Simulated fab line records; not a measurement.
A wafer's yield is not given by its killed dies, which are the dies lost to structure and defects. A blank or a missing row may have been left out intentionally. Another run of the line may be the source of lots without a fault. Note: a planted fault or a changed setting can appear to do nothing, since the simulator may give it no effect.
Which of the tools did it? | flow sky130 | 33 wafers from 11 lots sampled at 4 of the route's 708 steps

== WHAT THE GAUGES SHOWED, per wafer ==
SKY_SD_N_OVL_MEAS_08. Usual: SD_N_OVL gives 0.2 nm (standard deviation 1.4).
lot  | measured     | on         | SD_N_OVL (nm)  | flag
L293 | day 28 16:53 | overlay-01 | 1.3 1.4 -0.2   |
L294 | day 28 20:06 | overlay-02 | 0.3 -1.9 -1.0  |
L297 | day 29 14:34 | overlay-01 | -0.2 0.9 1.1   |
L301 | day 31 14:53 | overlay-02 | 1.3 0.8 0.8    |
L302 | day 32 06:48 | overlay-01 | -0.3 -0.3 0.4  |
L304 | day 32 10:00 | overlay-02 | 1.1 1.8 2.4    |
L307 | day 32 20:06 | overlay-02 | 1.4 0.9 0.4    |
L308 | day 33 12:33 | overlay-02 | -0.7 -0.3 -2.5 |
L312 | day 34 10:37 | overlay-02 | 2.3 1.9 1.1    |
L314 | day 34 23:16 | overlay-01 | 0.4 -0.5 -0.1  |
L315 | day 35 19:11 | overlay-01 | 0.5 -0.1 0.0   |

SKY_LI_CONTACT_THK_MEAS_01. Usual: LI_CONTACT_HDPCVD_THK gives 930 nm (standard deviation 12).
lot  | measured     | on            | LI_CONTACT_HDPCVD_THK (nm) | flag
L293 | day 28 18:05 | film-metro-02 | 938 942 944                |
L294 | day 28 21:18 | film-metro-01 | 947 945 938                |
L297 | day 29 15:46 | film-metro-02 | 924 926 950                |
L301 | day 31 16:06 | film-metro-02 | 910 916 923                |
L302 | day 32 08:01 | film-metro-01 | 943 937 944                |
L304 | day 32 11:12 | film-metro-04 | 905 907 894                |
L307 | day 32 21:22 | film-metro-01 | 933 931 925                |
L308 | day 33 13:46 | film-metro-02 | 1420 929 932               | OFF
L312 | day 34 11:49 | film-metro-04 | 945 1435 1420              | OFF
L314 | day 35 00:32 | film-metro-01 | 927 918 944                |
L315 | day 35 20:25 | film-metro-02 | 918 940 930                |

== EACH LOT AND THE TOOL THAT RAN IT (in order: tool; ch and the chambers of the sampled wafers; start) ==
lot  | SKY_LDD_HVP_STRIP_09                 | SKY_LI_CONTACT_HDPCVD_00
L293 | plasma-asher-03 ch 0,1, day 22 00:14 | hdpcvd-02 ch 0,1,2, day 28 17:59
L294 | plasma-asher-03 ch 0,1, day 22 12:38 | hdpcvd-02 ch 0,1,2, day 28 21:12
L297 | plasma-asher-02 ch 0,1, day 23 12:02 | hdpcvd-01 ch 0,2, day 29 15:39
L301 | plasma-asher-02 ch 0,1, day 25 15:02 | hdpcvd-01 ch 0,2, day 31 15:58
L302 | plasma-asher-02 ch 0,1, day 26 07:53 | hdpcvd-02 ch 0,2, day 32 07:53
L304 | plasma-asher-04 ch 0,1, day 26 11:00 | hdpcvd-01 ch 0,1, day 32 11:06
L307 | plasma-asher-02 ch 0,1, day 26 23:21 | hdpcvd-02 ch 1,2, day 32 21:12
L308 | plasma-asher-02 ch 0,1, day 27 17:00 | hdpcvd-02 ch 0,1,2, day 33 13:40
L312 | plasma-asher-03 ch 0,1, day 28 18:40 | hdpcvd-02 ch 1,2, day 34 11:42
L314 | plasma-asher-02 ch 0,1, day 29 06:20 | hdpcvd-01 ch 0,2, day 35 00:22
L315 | plasma-asher-04 ch 0,1, day 30 01:56 | hdpcvd-01 ch 0,1,2, day 35 20:18
- SKY_LDD_HVP_STRIP_09: strips in O2/N2.
- SKY_LI_CONTACT_HDPCVD_00: deposits PSG, target thk 930 nm, time 155 s.

== AS READ BY THE TOOLS THEMSELVES (means over the sampled wafers that have a number; for cases with no such wafer, the mark the record gives instead) ==
SKY_LDD_HVP_STRIP_09. Usual: chamber-pressure-mTorr 1500.2 mTorr, standard deviation 1.4; drypump-motor-current-A 5.7 A, standard deviation 0.42; oes-product-au 0.408 a.u., standard deviation 0.005; strip-time-to-endpoint-s 4.132 s, standard deviation 0.015.
lot  | tool            | chamber-pressure-mTorr (mTorr) | drypump-motor-current-A (A) | oes-product-au (a.u.) | strip-time-to-endpoint-s (s) | flag
L293 | plasma-asher-03 | 1499.7                         | 5.6                         | 0.407                 | 4.142                        |
L294 | plasma-asher-03 | 1500.2                         | 5.5                         | 0.409                 | 4.145                        |
L297 | plasma-asher-02 | 1498.7                         | 5.7                         | 0.411                 | 4.124                        |
L301 | plasma-asher-02 | 1500.0                         | 5.9                         | 0.406                 | 4.124                        |
L302 | plasma-asher-02 | 1500.9                         | 6.0                         | 0.406                 | 4.118                        |
L304 | plasma-asher-04 | 1500.6                         | 5.6                         | 0.407                 | 4.144                        |
L307 | plasma-asher-02 | 1501.7                         | 5.9                         | 0.409                 | 4.131                        |
L308 | plasma-asher-02 | 1500.0                         | 5.9                         | 0.411                 | 4.136                        |
L312 | plasma-asher-03 | 1499.8                         | 5.6                         | 0.402                 | 4.128                        |
L314 | plasma-asher-02 | 1499.6                         | 6.0                         | 0.403                 | 4.102                        |
L315 | plasma-asher-04 | 1499.8                         | 5.7                         | 0.410                 | 4.139                        |

== THE ANSWER, worked out from the rows above alone ==
Rule: a lot counts as off when the mean over its wafers that have a number is more than 3 standard deviations away from the usual mean. A lot without any number at a reading at which 4 lots or more have one is off too. All remaining lots with rows at the step are treated as sound. First the gauges in route order, then the tools' own readings, where a lot's mean is used as printed above. At the first step where some lot is off, the reading lying furthest off is the one used; lots without a number count as furthest.
Off: L308, L312, at SKY_LI_CONTACT_THK_MEAS_01 (LI_CONTACT_HDPCVD_THK).
If a tool, at a process step before that reading, ran all the lots that are off and no sound lot after the first of them, it fits. The gauges at SKY_LI_CONTACT_THK_MEAS_01 are tried like those tools. One fits: hdpcvd-02 at SKY_LI_CONTACT_HDPCVD_00. Its last sound lot is L307 (day 32 21:12), its first lot that is off L308 (day 33 13:40): a fault that began between those two fits.

== WHAT WAS PUT IN BY THE SIMULATOR ==
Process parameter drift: hdpcvd-02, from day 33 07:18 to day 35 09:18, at SKY_LI_CONTACT_HDPCVD_00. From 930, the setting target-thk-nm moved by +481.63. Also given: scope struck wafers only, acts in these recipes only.
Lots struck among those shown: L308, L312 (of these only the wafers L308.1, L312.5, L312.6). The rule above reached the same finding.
